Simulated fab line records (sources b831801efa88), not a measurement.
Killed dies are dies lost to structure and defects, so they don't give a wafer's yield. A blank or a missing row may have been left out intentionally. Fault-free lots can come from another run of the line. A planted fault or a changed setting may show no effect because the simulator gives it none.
What tool caused it? / flow gf180mcu / Sampling: 12 lots, 36 wafers, 3 of 602 route steps

## WHAT THE GAUGES SHOWED, per wafer
GF_M5_OVL_MEAS_08. Usual: M5_OVL typically reads 2 nm, with standard deviation 6.2.
lot=L455; measured=day 26 03:27; on=overlay-01; M5_OVL (nm)=1 -2 1; flag=
lot=L456; measured=day 26 12:05; on=overlay-02; M5_OVL (nm)=-10 -2 0; flag=
lot=L457; measured=day 26 20:51; on=overlay-02; M5_OVL (nm)=8 11 10; flag=
lot=L458; measured=day 27 06:07; on=overlay-01; M5_OVL (nm)=3 3 4; flag=
lot=L459; measured=day 27 09:31; on=overlay-01; M5_OVL (nm)=7 4 6; flag=
lot=L461; measured=day 28 05:59; on=overlay-01; M5_OVL (nm)=-8 -5 -3; flag=
lot=L468; measured=day 30 07:29; on=overlay-02; M5_OVL (nm)=1 3 -2; flag=
lot=L469; measured=day 30 09:44; on=overlay-02; M5_OVL (nm)=-6 -5 -12; flag=
lot=L470; measured=day 31 01:16; on=overlay-01; M5_OVL (nm)=0 1 4; flag=
lot=L472; measured=day 31 12:48; on=overlay-01; M5_OVL (nm)=-5 -1 -1; flag=
lot=L476; measured=day 32 11:32; on=overlay-02; M5_OVL (nm)=13 14 11; flag=
lot=L477; measured=day 32 14:05; on=overlay-01; M5_OVL (nm)=0 4 0; flag=

## EACH LOT AND THE TOOL THAT RAN IT (in order: tool; ch and the chambers of the sampled wafers; start)
lot=L455; GF_M1_STRIP_17=plasma_asher-02 ch 0,1, day 16 22:58; GF_MIM_CVD_05=pecvd-03 ch 0,1, day 24 08:03
lot=L456; GF_M1_STRIP_17=plasma_asher-02 ch 0,1, day 17 09:18; GF_MIM_CVD_05=pecvd-02 ch 0,1,2, day 24 16:55
lot=L457; GF_M1_STRIP_17=plasma_asher-02 ch 0,1, day 17 19:08; GF_MIM_CVD_05=pecvd-04 ch 0,2, day 25 02:26
lot=L458; GF_M1_STRIP_17=plasma_asher-03 ch 0,1, day 18 05:38; GF_MIM_CVD_05=pecvd-03 ch 0,2, day 25 11:55
lot=L459; GF_M1_STRIP_17=plasma_asher-02 ch 0, day 18 09:50; GF_MIM_CVD_05=pecvd-04 ch 0,1,2, day 25 15:35
lot=L461; GF_M1_STRIP_17=plasma_asher-02 ch 0,1, day 19 10:28; GF_MIM_CVD_05=pecvd-04 ch 0,1,2, day 26 13:38
lot=L468; GF_M1_STRIP_17=plasma_asher-02 ch 1, day 21 23:27; GF_MIM_CVD_05=pecvd-03 ch 0,2, day 28 17:44
lot=L469; GF_M1_STRIP_17=plasma_asher-02 ch 0,1, day 22 02:05; GF_MIM_CVD_05=pecvd-03 ch 0,1, day 28 19:18
lot=L470; GF_M1_STRIP_17=plasma_asher-02 ch 0,1, day 22 22:55; GF_MIM_CVD_05=pecvd-02 ch 0,1,2, day 29 11:32
lot=L472; GF_M1_STRIP_17=plasma_asher-03 ch 0,1, day 23 13:16; GF_MIM_CVD_05=pecvd-03 ch 1,2, day 30 00:40
lot=L476; GF_M1_STRIP_17=plasma_asher-03 ch 0,1, day 24 19:27; GF_MIM_CVD_05=pecvd-04 ch 0,1, day 31 00:53
lot=L477; GF_M1_STRIP_17=plasma_asher-04 ch 0,1, day 25 00:03; GF_MIM_CVD_05=pecvd-02 ch 0,1,2, day 31 04:24
- GF_M1_STRIP_17: strips in O2/N2.
- GF_MIM_CVD_05: deposits Si3N4, target thk 42 nm, time 29.086 s.

## WHAT THE TOOLS THEMSELVES READ (means of the sampled wafers that have a number; where no wafer has one, the mark that the record gives instead)
GF_M1_STRIP_17. Usual: drypump_motor_current_A 5.8 A, standard deviation 0.37; heater_power_w 325 W, standard deviation 32; oes_product_au 0.538 a.u., standard deviation 0.0056; strip_time_to_endpoint_s 7.39 s, standard deviation 0.047.
lot=L455; tool=plasma_asher-02; drypump_motor_current_A (A)=5.7; heater_power_w (W)=307; oes_product_au (a.u.)=0.537; strip_time_to_endpoint_s (s)=7.41; flag=
lot=L456; tool=plasma_asher-02; drypump_motor_current_A (A)=5.7; heater_power_w (W)=309; oes_product_au (a.u.)=0.531; strip_time_to_endpoint_s (s)=7.33; flag=
lot=L457; tool=plasma_asher-02; drypump_motor_current_A (A)=5.7; heater_power_w (W)=306; oes_product_au (a.u.)=0.543; strip_time_to_endpoint_s (s)=7.43; flag=
lot=L458; tool=plasma_asher-03; drypump_motor_current_A (A)=5.4; heater_power_w (W)=353; oes_product_au (a.u.)=0.536; strip_time_to_endpoint_s (s)=7.32; flag=
lot=L459; tool=plasma_asher-02; drypump_motor_current_A (A)=6.2; heater_power_w (W)=337; oes_product_au (a.u.)=0.538; strip_time_to_endpoint_s (s)=7.39; flag=
lot=L461; tool=plasma_asher-02; drypump_motor_current_A (A)=5.7; heater_power_w (W)=310; oes_product_au (a.u.)=0.537; strip_time_to_endpoint_s (s)=7.38; flag=
lot=L468; tool=plasma_asher-02; drypump_motor_current_A (A)=5.5; heater_power_w (W)=291; oes_product_au (a.u.)=0.536; strip_time_to_endpoint_s (s)=7.38; flag=
lot=L469; tool=plasma_asher-02; drypump_motor_current_A (A)=5.7; heater_power_w (W)=307; oes_product_au (a.u.)=0.538; strip_time_to_endpoint_s (s)=7.46; flag=
lot=L470; tool=plasma_asher-02; drypump_motor_current_A (A)=6.0; heater_power_w (W)=324; oes_product_au (a.u.)=0.543; strip_time_to_endpoint_s (s)=7.46; flag=
lot=L472; tool=plasma_asher-03; drypump_motor_current_A (A)=5.4; heater_power_w (W)=352; oes_product_au (a.u.)=0.540; strip_time_to_endpoint_s (s)=7.37; flag=
lot=L476; tool=plasma_asher-03; drypump_motor_current_A (A)=5.4; heater_power_w (W)=337; oes_product_au (a.u.)=0.534; strip_time_to_endpoint_s (s)=7.36; flag=
lot=L477; tool=plasma_asher-04; drypump_motor_current_A (A)=6.0; heater_power_w (W)=355; oes_product_au (a.u.)=0.538; strip_time_to_endpoint_s (s)=7.39; flag=

GF_MIM_CVD_05. Usual: heater_power_w reads 686 W (standard deviation 92).
lot=L455; tool=pecvd-03; heater_power_w (W)=670; flag=
lot=L456; tool=pecvd-02; heater_power_w (W)=725; flag=
lot=L457; tool=pecvd-04; heater_power_w (W)=739; flag=
lot=L458; tool=pecvd-03; heater_power_w (W)=580; flag=
lot=L459; tool=pecvd-04; heater_power_w (W)=690; flag=
lot=L461; tool=pecvd-04; heater_power_w (W)=689; flag=
lot=L468; tool=pecvd-03; heater_power_w (W)=704; flag=
lot=L469; tool=pecvd-03; heater_power_w (W)=692; flag=
lot=L470; tool=pecvd-02; heater_power_w (W)=773; flag=
lot=L472; tool=pecvd-03; heater_power_w (W)=668; flag=
lot=L476; tool=pecvd-04; heater_power_w (W)=639; flag=
lot=L477; tool=pecvd-02; heater_power_w (W)=771; flag=

## THE ANSWER, worked out from the rows above alone
Rule: a lot is off if the mean of its wafers that have a number lies more than 3 standard deviations from the usual mean. A lot without any number at a reading at which 4 lots or more have one is off too. All remaining lots with rows at the step are treated as sound. The gauges are gone through in route order, then the tools' own readings, and for those a lot's mean is taken as printed above. At the first step where some lot is off, the reading lying furthest off is the one used; lots without a number count as furthest.
No lot is off at any reading shown: from this, nothing can be told.

## WHAT HAD BEEN PUT IN BY THE SIMULATOR
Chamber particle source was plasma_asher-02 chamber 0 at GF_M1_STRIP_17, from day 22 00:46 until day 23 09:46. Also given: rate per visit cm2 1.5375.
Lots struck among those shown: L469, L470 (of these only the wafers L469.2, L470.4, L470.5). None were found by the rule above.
